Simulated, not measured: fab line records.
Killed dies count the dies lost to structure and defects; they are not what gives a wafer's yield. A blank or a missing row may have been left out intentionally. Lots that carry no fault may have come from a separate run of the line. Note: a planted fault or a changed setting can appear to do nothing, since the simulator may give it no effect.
Split-lot trial :: flow sfqLine :: route with 325 steps; 5 lots, 23 wafers read

ABOUT THE SPLIT
At SFQ_TRILAYER_JJ_CE_LITHO_COAT_119 (resist thk 62 nm), the setting resistThkNm was moved away from the recipe's 62 nm on 5 of the 23 wafers read, by -1.9% to +4.9%. The other wafers ran this setting at the recipe's value.

Reading taken at the split's own step.

THE READING
BARC_of_TRILAYER_JJ_CE_LITHO_COAT_119.thkNm (the simulator's own value, which no gauge read), in nm, at SFQ_TRILAYER_JJ_CE_LITHO_COAT_119 (resist thk 62 nm). No usual value for it is given in the file. Across the 18 wafers here that went through the recipe, the average is 61.94 nm and the standard deviation 0.1 nm.

wafer: L074.1
tool, chamber at the split: lithoTrack-03, 0
resistThkNm as run, nm: 62
against the recipe: recipe
BARC_of_TRILAYER_JJ_CE_LITHO_COAT_119.thkNm, nm: 61.83
against lot-mates on the recipe: -

wafer: L074.3
tool, chamber at the split: lithoTrack-03, 0
resistThkNm as run, nm: 62
against the recipe: recipe
BARC_of_TRILAYER_JJ_CE_LITHO_COAT_119.thkNm, nm: 61.92
against lot-mates on the recipe: -

wafer: L074.4
tool, chamber at the split: lithoTrack-03, 0
resistThkNm as run, nm: 62
against the recipe: recipe
BARC_of_TRILAYER_JJ_CE_LITHO_COAT_119.thkNm, nm: 62.01
against lot-mates on the recipe: -

wafer: L074.5
tool, chamber at the split: lithoTrack-03, 0
resistThkNm as run, nm: 62
against the recipe: recipe
BARC_of_TRILAYER_JJ_CE_LITHO_COAT_119.thkNm, nm: 61.93
against lot-mates on the recipe: -

wafer: L074.6
tool, chamber at the split: lithoTrack-03, 0
resistThkNm as run, nm: 62
against the recipe: recipe
BARC_of_TRILAYER_JJ_CE_LITHO_COAT_119.thkNm, nm: 61.97
against lot-mates on the recipe: -

wafer: L079.2
tool, chamber at the split: lithoTrack-03, 0
resistThkNm as run, nm: 65.05
against the recipe: +4.9%
BARC_of_TRILAYER_JJ_CE_LITHO_COAT_119.thkNm, nm: 64.76
against lot-mates on the recipe: +3.02

wafer: L079.3
tool, chamber at the split: lithoTrack-03, 0
resistThkNm as run, nm: 65.05
against the recipe: +4.9%
BARC_of_TRILAYER_JJ_CE_LITHO_COAT_119.thkNm, nm: 65
against lot-mates on the recipe: +3.26

wafer: L079.4
tool, chamber at the split: lithoTrack-03, 0
resistThkNm as run, nm: 65.05
against the recipe: +4.9%
BARC_of_TRILAYER_JJ_CE_LITHO_COAT_119.thkNm, nm: 64.73
against lot-mates on the recipe: +2.99

wafer: L079.5
tool, chamber at the split: lithoTrack-03, 0
resistThkNm as run, nm: 62
against the recipe: recipe
BARC_of_TRILAYER_JJ_CE_LITHO_COAT_119.thkNm, nm: 61.67
against lot-mates on the recipe: -

wafer: L079.6
tool, chamber at the split: lithoTrack-03, 0
resistThkNm as run, nm: 62
against the recipe: recipe
BARC_of_TRILAYER_JJ_CE_LITHO_COAT_119.thkNm, nm: 61.81
against lot-mates on the recipe: -

wafer: L081.2
tool, chamber at the split: lithoTrack-03, 0
resistThkNm as run, nm: 62
against the recipe: recipe
BARC_of_TRILAYER_JJ_CE_LITHO_COAT_119.thkNm, nm: 62.12
against lot-mates on the recipe: -

wafer: L081.3
tool, chamber at the split: lithoTrack-03, 0
resistThkNm as run, nm: 62
against the recipe: recipe
BARC_of_TRILAYER_JJ_CE_LITHO_COAT_119.thkNm, nm: 62.15
against lot-mates on the recipe: -

wafer: L081.4
tool, chamber at the split: lithoTrack-03, 0
resistThkNm as run, nm: 62
against the recipe: recipe
BARC_of_TRILAYER_JJ_CE_LITHO_COAT_119.thkNm, nm: 61.99
against lot-mates on the recipe: -

wafer: L082.2
tool, chamber at the split: lithoTrack-03, 0
resistThkNm as run, nm: 62
against the recipe: recipe
BARC_of_TRILAYER_JJ_CE_LITHO_COAT_119.thkNm, nm: 61.87
against lot-mates on the recipe: -

wafer: L082.3
tool, chamber at the split: lithoTrack-03, 0
resistThkNm as run, nm: 62
against the recipe: recipe
BARC_of_TRILAYER_JJ_CE_LITHO_COAT_119.thkNm, nm: 61.97
against lot-mates on the recipe: -

wafer: L082.4
tool, chamber at the split: lithoTrack-03, 0
resistThkNm as run, nm: 62
against the recipe: recipe
BARC_of_TRILAYER_JJ_CE_LITHO_COAT_119.thkNm, nm: 61.94
against lot-mates on the recipe: -

wafer: L082.5
tool, chamber at the split: lithoTrack-03, 0
resistThkNm as run, nm: 62
against the recipe: recipe
BARC_of_TRILAYER_JJ_CE_LITHO_COAT_119.thkNm, nm: 61.98
against lot-mates on the recipe: -

wafer: L082.6
tool, chamber at the split: lithoTrack-03, 0
resistThkNm as run, nm: 62
against the recipe: recipe
BARC_of_TRILAYER_JJ_CE_LITHO_COAT_119.thkNm, nm: 61.96
against lot-mates on the recipe: -

wafer: L083.1
tool, chamber at the split: lithoTrack-03, 0
resistThkNm as run, nm: 62
against the recipe: recipe
BARC_of_TRILAYER_JJ_CE_LITHO_COAT_119.thkNm, nm: 61.95
against lot-mates on the recipe: -

wafer: L083.2
tool, chamber at the split: lithoTrack-03, 0
resistThkNm as run, nm: 62
against the recipe: recipe
BARC_of_TRILAYER_JJ_CE_LITHO_COAT_119.thkNm, nm: 61.95
against lot-mates on the recipe: -

wafer: L083.3
tool, chamber at the split: lithoTrack-03, 0
resistThkNm as run, nm: 60.85
against the recipe: -1.9%
BARC_of_TRILAYER_JJ_CE_LITHO_COAT_119.thkNm, nm: 60.78
against lot-mates on the recipe: -1.17

wafer: L083.4
tool, chamber at the split: lithoTrack-03, 0
resistThkNm as run, nm: 62
against the recipe: recipe
BARC_of_TRILAYER_JJ_CE_LITHO_COAT_119.thkNm, nm: 61.94
against lot-mates on the recipe: -

wafer: L083.6
tool, chamber at the split: lithoTrack-03, 0
resistThkNm as run, nm: 60.85
against the recipe: -1.9%
BARC_of_TRILAYER_JJ_CE_LITHO_COAT_119.thkNm, nm: 60.89
against lot-mates on the recipe: -1.06

THE FIT
A straight line over all 23 wafers: BARC_of_TRILAYER_JJ_CE_LITHO_COAT_119.thkNm changes by +0.588 nm for each +1% of resistThkNm; r = +1.00; the points scatter about the line by 0.11 nm.
The same after taking each lot's own level away (the mean of its wafers on the recipe; 23 wafers): +0.625 nm for each +1%; r = +1.00; scatter 0.07 nm.
That fit puts the effect of the largest move of resistThkNm on the reading at 3.1 nm.
Measured against the standard deviation above, the lots' own levels, which go from 61.740 to 62.087 nm, span 3.3 times it.
Hence the lot-to-lot level has little effect on the slope; both slopes agree.
Check: +3.11 nm against its lot-mates is what the line predicts for one of the wafers moved furthest among these (+4.9%) when that wafer is left out of the fit. Against them it came out at +3.02 nm.

ADDITIONAL SPLITS CARRIED BY THESE WAFERS
Other splits were also applied to these wafers ahead of the reading. Each is held against what the fit with the lots' levels taken away leaves over:
other split on the same wafers: SFQ_TRILAYER_I2_VIA_BARC_OPEN_VIA_ETCH_096 timeS
wafers away from the commonest value: 6
r with BARC_of_TRILAYER_JJ_CE_LITHO_COAT_119.thkNm (lot level and that fit taken away): +0.16

other split on the same wafers: SFQ_TRILAYER_M3_LITHO_COAT_080 spinRpm
wafers away from the commonest value: 7
r with BARC_of_TRILAYER_JJ_CE_LITHO_COAT_119.thkNm (lot level and that fit taken away): -0.02

other split on the same wafers: SFQ_TRILAYER_I3_VIA_LITHO_PEB_088 pebTempC
wafers away from the commonest value: 10
r with BARC_of_TRILAYER_JJ_CE_LITHO_COAT_119.thkNm (lot level and that fit taken away): +0.18

other split on the same wafers: SFQ_TRILAYER_I3_VIA_BARC_OPEN_VIA_ETCH_121 sourceW
wafers away from the commonest value: 8
r with BARC_of_TRILAYER_JJ_CE_LITHO_COAT_119.thkNm (lot level and that fit taken away): -0.15

other split on the same wafers: SFQ_TRILAYER_M4_DEP_SPUTTER_091 powerW
wafers away from the commonest value: 7
r with BARC_of_TRILAYER_JJ_CE_LITHO_COAT_119.thkNm (lot level and that fit taken away): -0.16

other split on the same wafers: SFQ_TRILAYER_M4_ETCH_METAL_ETCH_096 timeS
wafers away from the commonest value: 5
r with BARC_of_TRILAYER_JJ_CE_LITHO_COAT_119.thkNm (lot level and that fit taken away): +0.07

other split on the same wafers: SFQ_TRILAYER_I4_VIA_LITHO_COAT_108 resistThkNm
wafers away from the commonest value: 8
r with BARC_of_TRILAYER_JJ_CE_LITHO_COAT_119.thkNm (lot level and that fit taken away): +0.00

THE FILE'S OWN FIT
BARC_of_TRILAYER_JJ_CE_LITHO_COAT_119.thkNm changes by +0.624 nm for each +1% of resistThkNm, r = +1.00.
